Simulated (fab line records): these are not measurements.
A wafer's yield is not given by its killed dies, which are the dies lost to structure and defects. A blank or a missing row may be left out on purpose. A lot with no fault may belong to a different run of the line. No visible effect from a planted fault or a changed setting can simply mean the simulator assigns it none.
Chamber matching | flow sky130 | SKY_CAPM_CVD_00 on pecvd-01: 3 sister chambers
The step deposits SiO2, target thk 15.5 nm. 6 wafers are shown with their chamber, then 8 later ones without.

EACH WAFER AND ITS CHAMBER
wafer  | chamber | heaterPowerW (W)
L083.1 | 2       | 538
L083.3 | 1       | 882
L083.4 | 2       | 528
L083.5 | 1       | 912
L083.6 | 0       | 731
L088.1 | 0       | 685

WAFERS WITHOUT THEIR CHAMBER
wafer  | heaterPowerW (W)
L088.2 | 592
L088.5 | 600
L090.1 | 593
L090.2 | 835
L090.6 | 796
L096.2 | 871
L096.3 | 743
L096.6 | 670

CHAMBER TAKEN BY EACH
wafer  | from the rows above     | in truth
L088.2 | 2                       | 2
L088.5 | can't be placed: 2 or 0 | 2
L090.1 | 2                       | 2
L090.2 | 1                       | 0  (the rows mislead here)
L090.6 | can't be placed: 0 or 1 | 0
L096.2 | 1                       | 1
L096.3 | 0                       | 0
L096.6 | 0                       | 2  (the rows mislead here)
Placed correctly: 4 of 8. Cannot be placed on the basis of these rows: 2; the candidates contain the true chamber in 2. 2 placed wrongly.
How it was worked out, from the rows above alone: a wafer's distance from a chamber is the root of the sum, over the readings, of the square of ((its reading less the chamber's mean) divided by the reading's scatter). The wafer belongs to the nearest chamber; if the next one is less than 2 further off, it can't be placed. For every chamber, the mean is computed from those of its wafers that are shown. How the scatter is found: for the shown wafers, subtract from each reading the mean of its chamber, square and add these, divide the total by (wafers less chambers), then take the root.
